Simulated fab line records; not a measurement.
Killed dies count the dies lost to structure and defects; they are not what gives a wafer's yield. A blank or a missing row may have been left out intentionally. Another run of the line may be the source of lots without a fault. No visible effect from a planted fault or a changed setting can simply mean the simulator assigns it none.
Struck lot and sound lot, side by side -- flow gf180mcu -- 14 out of 602 route steps
Sound: the wafers L100.1, L100.2, L100.6. The struck wafers were L110.1, L110.2, L110.6. The cause is given at the end.
For every step that has rows: the tool of each side, followed by ch and its chambers, followed by its first start. Under that, the readings that differ: sound wafers -- struck wafers -- difference of the means -- sigmas: that difference in standard deviations of wafers without a fault.
alike: readings with means less than 2 such deviations apart, plus words and numbers identical on both sides. not compared: withheld readings, readings lacking a value on some wafer, bounds such as >300 that could conceal the same value, and numbers that have no deviation in the record and whose values overlap.
The two part at a step that has a row with sigmas, a row that says differs or no value, or rows on one side only. Non-overlapping numbers with no deviation appear without sigmas and do not part them. A reading missing from all wafers of one side parts the sides only when that side holds two or more wafers.

GF_M1_SPUTTER_00: material Ti, target thk 37.5 nm, time 150 s.
  sound on pvdSputter-01, day 17 13:24; struck on pvdSputter-01, day 21 11:07
  alike: substrateTempC, throttleValvePct
GF_M1_SPUTTER_01: material TiN, target thk 30 nm, time 25 s.
  sound on pvdSputter-01, day 17 13:30; struck on pvdSputter-01, day 21 11:13
  alike: throttleValvePct
GF_M1_SPUTTER_02: material AlCu, target thk 450 nm, time 23.9 s.
  sound on pvdSputter-01, day 17 13:32; struck on pvdSputter-01, day 21 11:14
  alike: throttleValvePct
GF_M1_SPUTTER_03: material Ti, target thk 10 nm, time 6.7 s.
  sound on pvdSputter-01, day 17 13:34; struck on pvdSputter-01, day 21 11:16
  alike: substrateTempC, throttleValvePct
GF_M1_SPUTTER_04: material TiN, target thk 50 nm, time 41.7 s.
  sound on pvdSputter-01, day 17 13:35; struck on pvdSputter-01, day 21 11:17
  alike: throttleValvePct
GF_M1_RS_MEAS_05: the measuring method here is four-point-probe.
  sound on filmMetro-02, day 17 13:37; struck on filmMetro-03, day 21 11:20
  alike: M1_ALCU_RS
GF_M1_THK_MEAS_06: measures by xrf.
  sound on filmMetro-02, day 17 13:44; struck on filmMetro-03, day 21 11:27
  alike: M1_ALCU_THK
then, 5 steps without rows for these wafers: GF_M1_DEHYDRATE_07 (time 60 s); GF_M1_HMDS_08 (prime time 60 s); GF_M1_COAT_09 (resist thk 1000 nm); GF_M1_SOFTBAKE_10 (time 60 s); GF_M1_EXPOSE_11 (exposes mask Metal1, target cd 230 nm).
GF_M1_PEB_12: peb time 90 s.
  struck on lithoTrack-04, day 22 10:48; sound on lithoTrack-03 ch 0, day 18 12:31
  no value came back on the struck wafers for chillPlateTempC (C), exhaustPa (Pa); on the sound wafers chillPlateTempC (C) reads 22.98 22.99 22.98
then, 1 step without rows for these wafers: GF_M1_DEVELOP_13 (develop time 60 s).

WHERE THEY PART
GF_M1_PEB_12 only, going by this record.

WHY: whatever the simulator had introduced
Entire step skipped (lithoTrack-04, GF_M1_PEB_12), from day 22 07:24 onward. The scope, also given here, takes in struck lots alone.
